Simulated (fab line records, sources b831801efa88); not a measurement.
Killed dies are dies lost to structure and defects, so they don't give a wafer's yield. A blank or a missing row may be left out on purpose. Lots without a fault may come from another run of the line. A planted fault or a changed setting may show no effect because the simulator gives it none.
fab line records | flow gf180mcu
record lots=5 wafers=15 last_day=34
route steps=602 shown MVSD@75 MVPSD@78 VT_IMPLANT@90
lots that met no fault: from a run of the same line without faults
start_h: hours from the record's first day to the start of the lot's first wafer shown | wait_h: hours since the lot's step before | " the same as in the row above | L1.1+2: a row that stands for several wafers | - no value, or no start given | * or withheld: withheld | < > ~ a bound
route shown NAME@n: a module of which the file shows steps, and the number in the route of the first | usual: mean/standard deviation of fault-free wafers | same: alike in all rows | chamber/n: place in a boat | sites: the reading at each site | _std_site: their standard deviation | _edge_site: outer sites' mean less inner sites' | radius_mm: how far each site lies from the wafer's centre | mask NAME#n: copy n | behind: the tool/chamber that last shaped the wafer | hold: why the lot was held/for how many hours/how that ended | device: the transistor (n, p or np) that didn't switch | end of line: the same wafers' tests at the end of the route | a step without rows: its recipe alone | killed: dies lost to structure and defects at the first sort, not the wafer's yield | map: a wafer's dies, x killed, . not, _ none there
set.NAME: the setting as run; set.NAME@STEP: as run at that earlier step | model.NAME: the simulator's own value behind a step, which no gauge read
lots at some steps of the route; a table a step, a row a wafer
services: from which hour (start_h, from the record's first day; less than 0 if before it) a tool's chamber was out of use, for how many hours, and why
## steps
# step GF_MVSD_IMPLANT_09
# recipe species=P energy_kev=100 dose_cm2=5e+12 tilt_deg=0
# usual beam_energy_keV=100.00/0.035 faraday_current_uA=28.2/0.57
# columns lot.wafer tool chamber start_h wait_h beam_energy_keV faraday_current_uA
L086.1 implanter-03 0 154.12 0.1 99.94 28.5
L086.4 " 0 " " 100.02 28.0
L086.6 " 0 " " 99.97 28.0
L092.1 implanter-03 0 187.67 0.1 99.93 28.9
L092.5 " 0 " " 100.00 27.7
L092.6 " 0 " " 99.99 28.1
L093.1 implanter-03 0 192.95 0.1 100.04 28.5
L093.5 " 0 " " 100.03 28.1
L093.6 " 0 " " 100.04 27.6
L095.1 implanter-03 0 205.70 0.1 99.97 28.4
L095.3 " 0 " " 99.98 28.3
L095.4 " 0 " " 99.97 27.9
L096.2 implanter-01 0 208.89 0.1 100.00 28.8
L096.4 " 0 " " 100.03 28.6
L096.6 " 0 " " 100.05 28.5
# step GF_MVSD_STRIP_10
# recipe chemistry=O2/N2 power_w=1400 pressure_mtorr=1500 platen_temp_c=250 o2_flow_sccm=3000 n2_flow_sccm=300 overash_fraction=0.5
# usual drypump_motor_current_A=6.1/0.43 heater_power_w=315/28 n2_flow_sccm=300.0/0.91 oes_product_au=0.723/0.0046 strip_time_to_endpoint_s=36.94/0.13
# same overash_fraction=0.5
# columns lot.wafer tool chamber start_h wait_h drypump_motor_current_A heater_power_w n2_flow_sccm oes_product_au rf_hours_counter_h strip_time_to_endpoint_s
L086.1 plasma_asher-01 0 154.27 0.1 6.9 355 298.6 0.732 3 37.00
L086.4 " 0 " " 6.8 356 301.0 0.724 - 36.98
L086.6 " 1 " " 5.6 285 299.3 0.725 - 37.00
L092.1 plasma_asher-03 0 187.82 0.1 6.0 317 300.1 0.726 39 36.87
L092.5 " 1 " " 5.8 287 301.0 0.720 - 36.84
L092.6 " 0 " " 6.0 308 300.5 0.726 - 36.69
L093.1 plasma_asher-03 0 193.10 0.1 6.0 324 300.7 0.725 40 36.82
L093.5 " 1 " " 5.9 291 300.2 0.720 - 36.81
L093.6 " 0 " " 6.0 315 301.1 0.732 - 36.72
L095.1 plasma_asher-03 1 205.85 0.1 5.9 286 300.6 0.729 41 36.92
L095.3 " 0 " " 6.0 321 298.7 0.719 - 37.01
L095.4 " 1 " " 5.9 286 300.9 0.722 - 37.01
L096.2 plasma_asher-03 1 209.02 0.1 5.9 286 300.5 0.718 42 36.74
L096.4 " 1 " " 5.9 281 299.9 0.720 - 36.86
L096.6 " 0 " " 6.0 317 300.5 0.729 - 36.88
# step GF_MVSD_TW_MEAS_11
# usual MVSD_TW=1596/8
# columns lot.wafer tool chamber start_h wait_h MVSD_TW
L086.1 film_metro-03 - 154.37 0.1 1602
L086.4 " - " " 1597
L086.6 " - " " 1589
L092.1 film_metro-03 - 187.92 0.1 1594
L092.5 " - " " 1594
L092.6 " - " " 1598
L093.1 film_metro-02 - 193.20 0.1 1585
L093.5 " - " " 1573
L093.6 " - " " 1576
L095.1 film_metro-03 - 205.95 0.1 1605
L095.3 " - " " 1603
L095.4 " - " " 1600
L096.2 film_metro-03 - 209.13 0.1 1596
L096.4 " - " " 1594
L096.6 " - " " 1600
# step GF_MVPSD_DEHYDRATE_00
# recipe temp_c=200 time_s=60
# columns lot.wafer tool chamber start_h wait_h
L086.1+4+6 litho_track-03 0 161.47 7.1
L092.1+5+6 litho_track-03 0 195.82 7.9
L093.1+5+6 litho_track-04 0 201.53 8.3
L095.1+3+4 litho_track-04 0 214.73 8.8
L096.2+4+6 litho_track-04 0 217.81 8.7
# step GF_MVPSD_HMDS_01
# recipe prime_time_s=60 prime_temp_c=120
# columns lot.wafer tool chamber start_h wait_h
L086.1+4+6 litho_track-03 0 161.62 0.1
L092.1+5+6 litho_track-03 0 195.97 0.1
L093.1+5+6 litho_track-04 0 201.68 0.1
L095.1+3+4 litho_track-04 0 214.88 0.1
L096.2+4+6 litho_track-04 0 217.96 0.1
# step GF_MVPSD_COAT_02
# recipe spin_rpm=2000 resist_thk_nm=3000
# columns lot.wafer tool chamber start_h wait_h
L086.1+4+6 litho_track-03 0 161.77 0.1
L092.1+5+6 litho_track-03 0 196.12 0.1
L093.1+5+6 litho_track-04 0 201.83 0.1
L095.1+3+4 litho_track-04 0 215.03 0.1
L096.2+4+6 litho_track-04 0 218.11 0.1
# step GF_MVPSD_SOFTBAKE_03
# recipe temp_c=110 time_s=withheld
# columns lot.wafer tool chamber start_h wait_h
L086.1+4+6 litho_track-03 0 161.92 0.1
L092.1+5+6 litho_track-03 0 196.27 0.1
L093.1+5+6 litho_track-04 0 201.98 0.1
L095.1+3+4 litho_track-04 0 215.18 0.1
L096.2+4+6 litho_track-04 0 218.27 0.1
# step GF_MVPSD_EXPOSE_04
# recipe mask_id=MVPSD target_cd_nm=1000 na=0.6 source_shape=conventional sigma_outer=0.6 dose_mj=260
# columns lot.wafer tool chamber start_h wait_h mask
L086.1+4+6 iline_stepper-01 0 - - MVPSD#0
L092.1+5+6 iline_stepper-02 0 - - MVPSD#0
L093.1+5+6 iline_stepper-01 0 - - MVPSD#0
L095.1+3+4 iline_stepper-02 0 - - MVPSD#0
L096.2+4+6 iline_stepper-01 0 - - MVPSD#0
# step GF_MVPSD_PEB_05
# recipe temp_c=115 time_s=withheld
# columns lot.wafer tool chamber start_h wait_h
L086.1+4+6 litho_track-03 0 - -
L092.1+5+6 litho_track-03 0 - -
L093.1+5+6 litho_track-03 0 - -
L095.1+3+4 litho_track-03 0 - -
L096.2+4+6 litho_track-04 0 - -
# step GF_MVPSD_DEVELOP_06
# recipe wall_angle_deg=90 develop_time_s=60 dev_temp_c=23
# columns lot.wafer tool chamber start_h wait_h
L086.1+4+6 litho_track-03 0 - -
L092.1+5+6 litho_track-03 0 - -
L093.1+5+6 litho_track-03 0 - -
L095.1+3+4 litho_track-03 0 - -
L096.2+4+6 litho_track-04 0 - -
# step GF_MVPSD_OVL_MEAS_07
# usual MVPSD_OVL=0.9/1.3
# columns lot.wafer tool chamber start_h wait_h MVPSD_OVL[nm]
L086.1 overlay-02 - 169.57 - -0.8
L086.4 " - " " 1.7
L086.6 " - " " -1.1
L092.1 overlay-01 - 204.57 - 1.5
L092.5 " - " " 3.6
L092.6 " - " " 2.1
L093.1 overlay-01 - 210.27 - 0.7
L093.5 " - " " 0.0
L093.6 " - " " 0.4
L095.1 overlay-02 - 223.77 - 2.5
L095.3 " - " " 0.8
L095.4 " - " " 2.1
L096.2 overlay-01 - 227.44 - 0.8
L096.4 " - " " 0.6
L096.6 " - " " -0.7
# step GF_MVPSD_IMPLANT_08
# recipe species=B energy_kev=170 dose_cm2=1.5e+13 tilt_deg=0
# usual beam_energy_keV=169.98/0.061 faraday_current_uA=84.8/1.6
# columns lot.wafer tool chamber start_h wait_h beam_energy_keV faraday_current_uA
L086.1 implanter-02 0 169.61 0.0 169.94 84.8
L086.4 " 0 " " 169.89 81.6
L086.6 " 0 " " 169.96 82.0
L092.1 implanter-01 0 204.60 0.0 170.07 84.1
L092.5 " 0 " " 170.00 84.6
L092.6 " 0 " " 169.98 86.3
L093.1 implanter-01 0 210.30 0.0 170.04 87.3
L093.5 " 0 " " 170.00 85.5
L093.6 " 0 " " 170.07 84.0
L095.1 implanter-04 0 223.80 0.0 170.01 84.6
L095.3 " 0 " " 169.88 82.9
L095.4 " 0 " " 169.95 84.2
L096.2 implanter-02 0 227.49 0.0 170.08 84.1
L096.4 " 0 " " 170.11 86.0
L096.6 " 0 " " 169.99 82.3
# step GF_MVPSD_IMPLANT_09
# recipe species=B energy_kev=40 dose_cm2=5e+12 tilt_deg=0
# usual beam_energy_keV=39.999/0.014 faraday_current_uA=28.1/0.58
# columns lot.wafer tool chamber start_h wait_h beam_energy_keV faraday_current_uA
L086.1 implanter-02 0 169.76 0.1 39.998 29.4
L086.4 " 0 " " 39.996 27.4
L086.6 " 0 " " 40.006 27.7
L092.1 implanter-01 0 204.75 0.1 39.991 28.0
L092.5 " 0 " " 39.999 28.1
L092.6 " 0 " " 40.007 28.4
L093.1 implanter-01 0 210.45 0.1 39.978 28.0
L093.5 " 0 " " 39.990 27.9
L093.6 " 0 " " 39.982 29.0
L095.1 implanter-04 0 223.95 0.1 39.994 28.9
L095.3 " 0 " " 40.030 27.9
L095.4 " 0 " " 39.994 28.2
L096.2 implanter-02 0 227.64 0.1 39.984 27.8
L096.4 " 0 " " 40.019 28.3
L096.6 " 0 " " 40.005 27.7
# step GF_MVPSD_STRIP_10
# recipe chemistry=O2/N2 power_w=1400 pressure_mtorr=1500 platen_temp_c=250 o2_flow_sccm=3000 n2_flow_sccm=300 overash_fraction=0.5
# usual drypump_motor_current_A=5.9/0.4 heater_power_w=325/31 n2_flow_sccm=300.1/0.79 oes_product_au=0.723/0.0047 strip_time_to_endpoint_s=36.90/0.075
# same overash_fraction=0.5
# columns lot.wafer tool chamber start_h wait_h drypump_motor_current_A heater_power_w n2_flow_sccm oes_product_au rf_hours_counter_h strip_time_to_endpoint_s
L086.1 plasma_asher-03 0 169.91 0.1 6.1 309 299.3 0.724 38 36.96
L086.4 " 1 " " 5.9 288 301.0 0.722 - 36.80
L086.6 " 0 " " 6.0 320 299.6 0.724 - 36.90
L092.1 plasma_asher-03 1 204.90 0.1 5.9 291 299.8 0.725 41 36.88
L092.5 " 1 " " 5.9 287 300.3 0.716 - 36.91
L092.6 " 0 " " 6.0 311 300.3 0.725 - 36.88
L093.1 plasma_asher-01 1 210.60 0.1 5.7 298 299.5 0.726 9 37.03
L093.5 " 0 " " 6.8 366 300.5 0.715 - 36.93
L093.6 " 1 " " 5.7 287 300.5 0.732 - 36.86
L095.1 plasma_asher-03 1 224.10 0.1 5.8 298 299.7 0.725 43 36.91
L095.3 " 0 " " 6.0 320 299.0 0.719 - 36.98
L095.4 " 1 " " 5.8 293 299.8 0.722 - 36.85
L096.2 plasma_asher-01 0 227.77 0.1 6.8 350 299.0 0.725 11 36.85
L096.4 " 1 " " 5.6 291 300.6 0.725 - 36.96
L096.6 " 1 " " 5.6 290 300.3 0.714 - 36.81
# step GF_MVPSD_TW_MEAS_11
# usual MVPSD_TW=559/3.2
# columns lot.wafer tool chamber start_h wait_h MVPSD_TW
L086.1 film_metro-01 - 170.09 0.1 561
L086.4 " - " " 562
L086.6 " - " " 563
L092.1 film_metro-03 - 205.04 0.1 560
L092.5 " - " " 561
L092.6 " - " " 560
L093.1 film_metro-01 - 210.70 0.1 558
L093.5 " - " " 562
L093.6 " - " " 558
L095.1 film_metro-03 - 224.20 0.1 558
L095.3 " - " " 557
L095.4 " - " " 559
L096.2 film_metro-02 - 227.88 0.1 552
L096.4 " - " " 560
L096.6 " - " " 555
# step GF_VT_IMPLANT_DEHYDRATE_00
# recipe temp_c=200 time_s=60
# columns lot.wafer tool chamber start_h wait_h
L086.1+4+6 litho_track-01 0 177.40 7.3
L092.1+5+6 litho_track-02 0 212.86 7.8
L093.1+5+6 litho_track-04 0 219.43 8.7
L095.1+3+4 litho_track-04 0 232.83 8.6
L096.2+4+6 litho_track-04 0 236.11 8.2
# step GF_VT_IMPLANT_HMDS_01
# recipe prime_time_s=60 prime_temp_c=120
# columns lot.wafer tool chamber start_h wait_h
L086.1+4+6 litho_track-01 0 177.55 0.1
L092.1+5+6 litho_track-02 0 213.01 0.1
L093.1+5+6 litho_track-04 0 219.58 0.1
L095.1+3+4 litho_track-04 0 232.98 0.1
L096.2+4+6 litho_track-04 0 236.26 0.1
# step GF_VT_IMPLANT_COAT_02
# recipe resist=NOVOLAK spin_rpm=3000 resist_thk_nm=1000
# columns lot.wafer tool chamber start_h wait_h
L086.1+4+6 litho_track-01 0 177.70 0.1
L092.1+5+6 litho_track-02 0 213.16 0.1
L093.1+5+6 litho_track-04 0 219.73 0.1
L095.1+3+4 litho_track-04 0 233.13 0.1
L096.2+4+6 litho_track-04 0 236.41 0.1
# step GF_VT_IMPLANT_SOFTBAKE_03
# recipe temp_c=90 time_s=60 resist=NOVOLAK
# columns lot.wafer tool chamber start_h wait_h
L086.1+4+6 litho_track-01 0 177.85 0.1
L092.1+5+6 litho_track-02 0 213.31 0.1
L093.1+5+6 litho_track-04 0 219.88 0.1
L095.1+3+4 litho_track-04 0 233.28 0.1
L096.2+4+6 litho_track-04 0 236.56 0.1
# step GF_VT_IMPLANT_EXPOSE_04
# recipe mask_id=LVPWELL_LV_AREA target_cd_nm=600 na=0.6 source_shape=conventional sigma_outer=0.6 dose_mj=140
# columns lot.wafer tool chamber start_h wait_h mask
L086.1+4+6 iline_stepper-01 0 - - LVPWELL_LV_AREA#0
L092.1+5+6 iline_stepper-02 0 - - LVPWELL_LV_AREA#0
L093.1+5+6 iline_stepper-01 0 - - LVPWELL_LV_AREA#0
L095.1+3+4 iline_stepper-01 0 - - LVPWELL_LV_AREA#0
L096.2+4+6 iline_stepper-02 0 - - LVPWELL_LV_AREA#0
# step GF_VT_IMPLANT_PEB_05
# recipe temp_c=withheld time_s=* resist=NOVOLAK
# columns lot.wafer tool chamber start_h wait_h
L086.1+4+6 litho_track-02 0 - -
L092.1+5+6 litho_track-02 0 - -
L093.1+5+6 litho_track-02 0 - -
L095.1+3+4 litho_track-02 0 - -
L096.2+4+6 litho_track-01 0 - -
# step GF_VT_IMPLANT_DEVELOP_06
# recipe develop_time_s=60 dev_temp_c=23
# columns lot.wafer tool chamber start_h wait_h
L086.1+4+6 litho_track-02 0 186.46 0.1
L092.1+5+6 litho_track-02 0 221.96 0.1
L093.1+5+6 litho_track-02 0 228.31 0.1
L095.1+3+4 litho_track-02 0 242.26 0.1
L096.2+4+6 litho_track-01 0 245.07 0.1
# step GF_VT_IMPLANT_OVL_MEAS_07
# usual VT_IMPLANT_OVL=0.0/1.7
# columns lot.wafer tool chamber start_h wait_h VT_IMPLANT_OVL[nm]
L086.1 overlay-02 - 186.61 0.1 2.1
L086.4 " - " " 1.9
L086.6 " - " " 0.9
L092.1 overlay-02 - 222.11 0.1 -1.1
L092.5 " - " " -1.9
L092.6 " - " " -1.1
L093.1 overlay-01 - 228.46 0.1 1.1
L093.5 " - " " 1.4
L093.6 " - " " 0.8
L095.1 overlay-02 - 242.41 0.1 1.7
L095.3 " - " " 1.7
L095.4 " - " " 1.0
L096.2 overlay-01 - 245.20 0.1 -0.8
L096.4 " - " " -0.8
L096.6 " - " " 0.0
# step GF_VT_IMPLANT_IMPLANT_08
# recipe species=BF2 energy_kev=20 dose_cm2=8.29e+12 tilt_deg=7
# usual beam_energy_keV=19.998/0.0056 faraday_current_uA=46.8/0.96
# columns lot.wafer tool chamber start_h wait_h beam_energy_keV faraday_current_uA
L086.1 implanter-04 0 186.65 0.0 19.995 46.1
L086.4 " 0 " " 19.997 45.3
L086.6 " 0 " " 19.992 47.2
L092.1 implanter-04 0 222.15 0.0 19.991 47.5
L092.5 " 0 " " 19.984 48.2
L092.6 " 0 " " 19.997 47.3
L093.1 implanter-02 0 228.50 0.0 20.002 45.7
L093.5 " 0 " " 20.000 47.1
L093.6 " 0 " " 19.995 47.8
L095.1 implanter-02 0 242.45 0.0 19.996 46.7
L095.3 " 0 " " 19.994 45.8
L095.4 " 0 " " 19.995 47.1
L096.2 implanter-02 0 245.26 0.0 20.000 45.8
L096.4 " 0 " " 20.008 46.5
L096.6 " 0 " " 19.995 47.1
# step GF_VT_IMPLANT_STRIP_09
# recipe chemistry=O2/N2 power_w=1400 pressure_mtorr=1500 platen_temp_c=250 o2_flow_sccm=3000 n2_flow_sccm=300 overash_fraction=0.5
# usual drypump_motor_current_A=5.9/0.5 heater_power_w=344/27 n2_flow_sccm=299.9/1 oes_product_au=0.716/0.0048 strip_time_to_endpoint_s=12.62/0.038
# same overash_fraction=0.5
# columns lot.wafer tool chamber start_h wait_h drypump_motor_current_A heater_power_w n2_flow_sccm oes_product_au rf_hours_counter_h strip_time_to_endpoint_s
L086.1 plasma_asher-02 0 186.80 0.1 5.4 377 300.7 0.715 55 12.57
L086.4 " 0 " " 5.4 375 300.7 0.708 - 12.61
L086.6 " 0 " " 5.4 381 300.8 0.717 - 12.65
L092.1 plasma_asher-04 1 222.30 0.1 6.4 362 299.7 0.717 57 12.67
L092.5 " 0 " " 5.5 348 300.6 0.714 - 12.71
L092.6 " 1 " " 6.4 360 299.1 0.704 - 12.69
L093.1 plasma_asher-04 0 228.65 0.1 5.5 356 297.9 0.711 58 12.71
L093.5 " 1 " " 6.4 362 301.6 0.713 - 12.71
L093.6 " 0 " " 5.5 345 299.0 0.723 - 12.67
L095.1 plasma_asher-02 1 242.60 0.1 5.8 319 300.0 0.718 61 12.64
L095.3 " 0 " " 5.4 375 300.7 0.714 - 12.63
L095.4 " 1 " " 5.8 323 299.8 0.722 - 12.60
L096.2 plasma_asher-04 0 245.38 0.1 5.5 336 300.6 0.717 60 12.61
L096.4 " 1 " " 6.4 364 300.1 0.714 - 12.61
L096.6 " 1 " " 6.4 363 299.7 0.712 - 12.61
# step GF_VT_IMPLANT_TW_MEAS_10
# usual VT_IMPLANT_TW=569.0/2.7
# columns lot.wafer tool chamber start_h wait_h VT_IMPLANT_TW
L086.1 film_metro-03 - 186.90 0.1 566.6
L086.4 " - " " 570.9
L086.6 " - " " 569.1
L092.1 film_metro-01 - 222.40 0.1 571.4
L092.5 " - " " 572.0
L092.6 " - " " 573.9
L093.1 film_metro-03 - 228.75 0.1 568.2
L093.5 " - " " 569.3
L093.6 " - " " 571.0
L095.1 film_metro-03 - 242.70 0.1 569.5
L095.3 " - " " 569.9
L095.4 " - " " 570.0
L096.2 film_metro-04 - 245.49 0.1 562.7
L096.4 " - " " 563.5
L096.6 " - " " 562.5
# step GF_VT_IMPLANT_DEHYDRATE_11
# recipe temp_c=200 time_s=60
# columns lot.wafer tool chamber start_h wait_h
L086.1+4+6 litho_track-01 0 195.15 8.2
L092.1+5+6 litho_track-02 0 230.71 8.3
L093.1+5+6 litho_track-02 0 237.36 8.6
L095.1+3+4 litho_track-02 0 251.21 8.5
L096.2+4+6 litho_track-01 0 254.42 8.9
# step GF_VT_IMPLANT_HMDS_12
# recipe prime_time_s=60 prime_temp_c=120
# columns lot.wafer tool chamber start_h wait_h
L086.1+4+6 litho_track-01 0 195.30 0.1
L092.1+5+6 litho_track-02 0 230.86 0.1
L093.1+5+6 litho_track-02 0 237.51 0.1
L095.1+3+4 litho_track-02 0 251.36 0.1
L096.2+4+6 litho_track-01 0 254.57 0.1
# step GF_VT_IMPLANT_COAT_13
# recipe resist=NOVOLAK spin_rpm=3000 resist_thk_nm=1000
# columns lot.wafer tool chamber start_h wait_h
L086.1+4+6 litho_track-01 0 195.45 0.1
L092.1+5+6 litho_track-02 0 231.01 0.1
L093.1+5+6 litho_track-02 0 237.66 0.1
L095.1+3+4 litho_track-02 0 251.51 0.1
L096.2+4+6 litho_track-01 0 254.72 0.1
# step GF_VT_IMPLANT_SOFTBAKE_14
# recipe temp_c=90 time_s=60 resist=NOVOLAK
# columns lot.wafer tool chamber start_h wait_h
L086.1+4+6 litho_track-01 0 195.60 0.1
L092.1+5+6 litho_track-02 0 231.16 0.1
L093.1+5+6 litho_track-02 0 237.81 0.1
L095.1+3+4 litho_track-02 0 251.66 0.1
L096.2+4+6 litho_track-01 0 254.87 0.1
# step GF_VT_IMPLANT_EXPOSE_15
# recipe mask_id=Nwell_LV_AREA target_cd_nm=860 na=0.6 source_shape=conventional sigma_outer=0.6 dose_mj=140
# columns lot.wafer tool chamber start_h wait_h mask
L086.1+4+6 iline_stepper-02 0 - - Nwell_LV_AREA#0
L092.1+5+6 iline_stepper-02 0 - - Nwell_LV_AREA#0
L093.1+5+6 iline_stepper-01 0 - - Nwell_LV_AREA#0
L095.1+3+4 iline_stepper-01 0 - - Nwell_LV_AREA#0
L096.2+4+6 iline_stepper-02 0 - - Nwell_LV_AREA#0
# step GF_VT_IMPLANT_PEB_16
# recipe temp_c=withheld time_s=* resist=NOVOLAK
# columns lot.wafer tool chamber start_h wait_h
L086.1+4+6 litho_track-02 0 - -
L092.1+5+6 litho_track-01 0 - -
L093.1+5+6 litho_track-02 0 - -
L095.1+3+4 litho_track-02 0 - -
L096.2+4+6 litho_track-04 0 - -
# step GF_VT_IMPLANT_DEVELOP_17
# recipe develop_time_s=60 dev_temp_c=23
# columns lot.wafer tool chamber start_h wait_h
L086.1+4+6 litho_track-02 0 203.86 0.1
L092.1+5+6 litho_track-01 0 240.20 0.1
L093.1+5+6 litho_track-02 0 246.86 0.1
L095.1+3+4 litho_track-02 0 260.71 0.1
L096.2+4+6 litho_track-04 0 264.31 0.1
# step GF_VT_IMPLANT_OVL_MEAS_18
# usual VT_IMPLANT_01_OVL=-0.3/1.2
# columns lot.wafer tool chamber start_h wait_h VT_IMPLANT_01_OVL[nm]
L086.1 overlay-02 - 204.01 0.1 -2.1
L086.4 " - " " -1.8
L086.6 " - " " -1.6
L092.1 overlay-01 - 240.35 0.1 1.9
L092.5 " - " " 0.1
L092.6 " - " " -2.3
L093.1 overlay-01 - 247.01 0.1 0.6
L093.5 " - " " -0.3
L093.6 " - " " 0.3
L095.1 overlay-02 - 260.86 0.1 -1.8
L095.3 " - " " -0.3
L095.4 " - " " 0.3
L096.2 overlay-02 - 264.44 0.1 -2.4
L096.4 " - " " -2.9
L096.6 " - " " -1.5
# step GF_VT_IMPLANT_IMPLANT_19
# recipe species=As energy_kev=100 dose_cm2=4.35e+12 tilt_deg=7
# usual beam_energy_keV=99.997/0.029 faraday_current_uA=24.5/0.54
# columns lot.wafer tool chamber start_h wait_h beam_energy_keV faraday_current_uA
L086.1 implanter-04 0 204.05 0.0 99.952 24.8
L086.4 " 0 " " 100.03 25.3
L086.6 " 0 " " 99.932 24.6
L092.1 implanter-03 0 240.38 0.0 100.00 24.9
L092.5 " 0 " " 100.00 24.6
L092.6 " 0 " " 100.03 23.7
L093.1 implanter-03 0 247.05 0.0 99.957 25.0
L093.5 " 0 " " 99.946 23.8
L093.6 " 0 " " 99.976 23.2
L095.1 implanter-02 0 260.90 0.0 99.929 24.7
L095.3 " 0 " " 100.01 25.2
L095.4 " 0 " " 99.972 23.5
L096.2 implanter-02 0 264.49 0.0 99.996 24.4
L096.4 " 0 " " 100.02 24.1
L096.6 " 0 " " 100.02 24.0
# step GF_VT_IMPLANT_STRIP_20
# recipe chemistry=O2/N2 power_w=1400 pressure_mtorr=1500 platen_temp_c=250 o2_flow_sccm=3000 n2_flow_sccm=300 overash_fraction=0.5
# usual drypump_motor_current_A=6.0/0.53 heater_power_w=339/30 n2_flow_sccm=300.0/1 oes_product_au=0.716/0.0045 strip_time_to_endpoint_s=12.62/0.037
# same overash_fraction=0.5
# columns lot.wafer tool chamber start_h wait_h drypump_motor_current_A heater_power_w n2_flow_sccm oes_product_au rf_hours_counter_h strip_time_to_endpoint_s
L086.1 plasma_asher-01 0 204.20 0.1 6.9 357 300.3 0.714 8 12.56
L086.4 " 0 " " 6.8 364 302.1 0.718 - 12.55
L086.6 " 1 " " 5.6 288 298.5 0.720 - 12.54
L092.1 plasma_asher-01 1 240.53 0.1 5.7 295 299.3 0.708 12 12.66
L092.5 " 1 " " 5.7 291 299.1 0.719 - 12.62
L092.6 " 0 " " 6.8 355 300.3 0.719 - 12.63
L093.1 plasma_asher-04 0 247.20 0.1 5.5 345 298.3 0.721 60 12.56
L093.5 " 1 " " 6.4 366 298.8 0.716 - 12.60
L093.6 " 0 " " 5.5 352 298.1 0.720 - 12.57
L095.1 plasma_asher-01 0 261.05 0.1 6.8 367 299.2 0.718 15 12.64
L095.3 " 0 " " 6.8 339 298.7 0.711 - 12.61
L095.4 " 1 " " 5.7 293 299.9 0.716 - 12.60
L096.2 plasma_asher-01 0 264.62 0.1 6.8 357 299.7 0.715 15 12.59
L096.4 " 0 " " 6.8 350 301.5 0.713 - 12.59
L096.6 " 0 " " 6.9 346 301.0 0.718 - 12.64
# step GF_VT_IMPLANT_TW_MEAS_21
# usual VT_IMPLANT_2_TW=1226/6.6
# columns lot.wafer tool chamber start_h wait_h VT_IMPLANT_2_TW
L086.1 film_metro-01 - 204.33 0.1 1235
L086.4 " - " " 1221
L086.6 " - " " 1226
L092.1 film_metro-04 - 240.63 0.1 1217
L092.5 " - " " 1214
L092.6 " - " " 1219
L093.1 film_metro-03 - 247.30 0.1 1233
L093.5 " - " " 1231
L093.6 " - " " 1228
L095.1 film_metro-04 - 261.15 0.1 1213
L095.3 " - " " 1219
L095.4 " - " " 1215
L096.2 film_metro-04 - 264.73 0.1 1229
L096.4 " - " " 1226
L096.6 " - " " 1221
# step GF_VT_IMPLANT_DEHYDRATE_22
# recipe temp_c=200 time_s=60
# columns lot.wafer tool chamber start_h wait_h
L086.1+4+6 litho_track-04 0 212.13 7.8
L092.1+5+6 litho_track-02 0 248.76 8.1
L093.1+5+6 litho_track-02 0 256.31 9.0
L095.1+3+4 litho_track-01 0 270.25 9.1
L096.2+4+6 litho_track-01 0 274.17 9.4
# step GF_VT_IMPLANT_HMDS_23
# recipe prime_time_s=60 prime_temp_c=120
# columns lot.wafer tool chamber start_h wait_h
L086.1+4+6 litho_track-04 0 212.28 0.1
L092.1+5+6 litho_track-02 0 248.91 0.1
L093.1+5+6 litho_track-02 0 256.46 0.1
L095.1+3+4 litho_track-01 0 270.40 0.1
L096.2+4+6 litho_track-01 0 274.32 0.1
# step GF_VT_IMPLANT_COAT_24
# recipe resist=NOVOLAK spin_rpm=3000 resist_thk_nm=1000
# columns lot.wafer tool chamber start_h wait_h
L086.1+4+6 litho_track-04 0 212.43 0.1
L092.1+5+6 litho_track-02 0 249.06 0.1
L093.1+5+6 litho_track-02 0 256.61 0.1
L095.1+3+4 litho_track-01 0 270.55 0.1
L096.2+4+6 litho_track-01 0 274.47 0.1
# step GF_VT_IMPLANT_SOFTBAKE_25
# recipe temp_c=90 time_s=60 resist=NOVOLAK
# columns lot.wafer tool chamber start_h wait_h
L086.1+4+6 litho_track-04 0 212.58 0.1
L092.1+5+6 litho_track-02 0 249.21 0.1
L093.1+5+6 litho_track-02 0 256.76 0.1
L095.1+3+4 litho_track-01 0 270.70 0.1
L096.2+4+6 litho_track-01 0 274.62 0.1
# step GF_VT_IMPLANT_EXPOSE_26
# recipe mask_id=LVPWELL_HV_AREA target_cd_nm=860 na=0.6 source_shape=conventional sigma_outer=0.6 dose_mj=140
# columns lot.wafer tool chamber start_h wait_h mask
L086.1+4+6 iline_stepper-01 0 - - LVPWELL_HV_AREA#0
L092.1+5+6 iline_stepper-02 0 - - LVPWELL_HV_AREA#0
L093.1+5+6 iline_stepper-01 0 - - LVPWELL_HV_AREA#0
L095.1+3+4 iline_stepper-02 0 - - LVPWELL_HV_AREA#0
L096.2+4+6 iline_stepper-02 0 - - LVPWELL_HV_AREA#0
# step GF_VT_IMPLANT_PEB_27
# recipe temp_c=withheld time_s=* resist=NOVOLAK
# columns lot.wafer tool chamber start_h wait_h
L086.1+4+6 litho_track-02 0 - -
L092.1+5+6 litho_track-02 0 - -
L093.1+5+6 litho_track-01 0 - -
L095.1+3+4 litho_track-02 0 - -
L096.2+4+6 litho_track-04 0 - -
# step GF_VT_IMPLANT_DEVELOP_28
# recipe develop_time_s=60 dev_temp_c=23
# columns lot.wafer tool chamber start_h wait_h
L086.1+4+6 litho_track-02 0 221.36 0.1
L092.1+5+6 litho_track-02 0 258.96 0.1
L093.1+5+6 litho_track-01 0 266.00 0.1
L095.1+3+4 litho_track-02 0 280.71 0.1
L096.2+4+6 litho_track-04 0 284.26 0.1
## services
# columns tool chamber start_h hours kind
implanter-02 - 156.22 3.5 repair
implanter-03 - 168.55 2.5 pm
implanter-03 - 171.96 2.2 pm
implanter-02 - 195.38 4.1 repair
plasma_asher-04 - 197.53 2.8 pm
implanter-03 - 200.94 4.4 repair
iline_stepper-02 - 201.67 4.4 pm
implanter-02 - 204.79 3.9 pm
implanter-03 - 207.27 27.4 pm
iline_stepper-02 - 207.57 1.7 pm
implanter-02 - 208.77 1.6 repair
implanter-01 - 211.41 16.2 pm
iline_stepper-01 - 213.13 1.7 pm
iline_stepper-02 0 219.14 - calibration
implanter-01 - 232.48 5.4 pm
implanter-04 - 235.46 14.4 repair
implanter-01 - 238.22 2.8 repair
litho_track-02 - 241.93 - consumable_replace:filter
plasma_asher-02 - 243.16 22.2 repair
implanter-03 - 243.81 2.1 repair
iline_stepper-02 - 268.03 0.9 repair
plasma_asher-01 - 271.70 3.3 repair
implanter-03 - 273.87 2.6 repair
## key
fault none
